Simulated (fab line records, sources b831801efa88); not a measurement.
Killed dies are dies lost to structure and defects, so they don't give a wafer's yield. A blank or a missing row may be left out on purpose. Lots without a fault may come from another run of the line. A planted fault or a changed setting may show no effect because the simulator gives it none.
A struck lot beside a sound one | flow sky130 | 14 steps out of a route of 708
Sound: wafers L572.1, L572.2, L572.4. Struck: wafers L575.4, L575.5, L575.6. The cause comes at the end.
At each step with rows: each side's tool, then ch and its chambers, then its first start. Under that, the readings that differ: sound wafers | struck wafers | difference of the means | sigmas: that difference in standard deviations of wafers without a fault.
alike: readings whose means differ by less than 2 such deviations, and words and numbers that are the same on both sides. not compared: withheld readings, readings that some wafer has no value for, bounds like >300 that may hide the same value, and numbers for which the record gives no deviation and whose values overlap.
The two part at a step that has a row with sigmas, a row that says differs or no value, or rows on one side only. Numbers that don't overlap but have no deviation are shown without sigmas and don't part them. A reading that every wafer of one side lacks parts them only if that side has two wafers or more.

first, 1 step without rows for these wafers: SKY_POLY_GATE_IMPLANT_02.
SKY_RES_PROTECT_STRIP_07: strips in O2/N2.
  sound on plasma_asher-02 ch 0,1, day 16 14:36; struck on plasma_asher-03 ch 0,1, day 18 01:16
  reading                      | sound             | struck            | difference | sigmas
  strip_time_to_endpoint_s (s) | 23.31 23.24 23.24 | 23.40 23.38 23.40 | +0.13      | +3
  alike: drypump_motor_current_A, oes_product_au
  not compared: rf_hours_counter_h
SKY_RES_PROTECT_TW_MEAS_08:
  sound on film_metro-03, day 16 14:42; struck on film_metro-02, day 18 01:22
  reading      | sound          | struck         | difference | sigmas
  POLY_GATE_TW | 4044 4059 4032 | 3982 3963 3980 | -70        | -2
then, 2 steps without rows for these wafers: SKY_RES_PROTECT_CLEAN_09 (cleans in SC1/SC2, time 150 s); SKY_POLY_GATE_CVD_03 (deposits Si3N4 from DCS/NH3, target thk 75 nm, time 1290 s).
SKY_POLY_GATE_THK_MEAS_04:
  sound on film_metro-03, day 16 17:29; struck on film_metro-03, day 18 04:52
  alike: POLY_GATE_CVD_03_THK
then, 6 steps without rows for these wafers: SKY_POLY_GATE_DEHYDRATE_05 (time 60 s); SKY_POLY_GATE_HMDS_06 (prime time 60 s); SKY_POLY_GATE_COAT_07 (resist thk 110 nm); SKY_POLY_GATE_COAT_08 (resist thk 450 nm); SKY_POLY_GATE_SOFTBAKE_09 (time 90 s); SKY_POLY_GATE_EXPOSE_10 (exposes mask P1M, target cd 150 nm).
SKY_POLY_GATE_PEB_11:
  sound on litho_track-02 ch 0, day 17 20:00; struck on litho_track-01, day 19 12:00
  reading         | sound          | struck | difference                    | sigmas
  exhaust_pa (Pa) | 46.1 46.3 46.5 | - - -  | no value on the struck wafers |
  not compared: chill_plate_temp_C
then, 1 step without rows for these wafers: SKY_POLY_GATE_DEVELOP_12 (develop time 60 s).

WHERE THEY PART
First at SKY_RES_PROTECT_STRIP_07; last, within this record, at SKY_POLY_GATE_PEB_11.

WHY: what the simulator had put in
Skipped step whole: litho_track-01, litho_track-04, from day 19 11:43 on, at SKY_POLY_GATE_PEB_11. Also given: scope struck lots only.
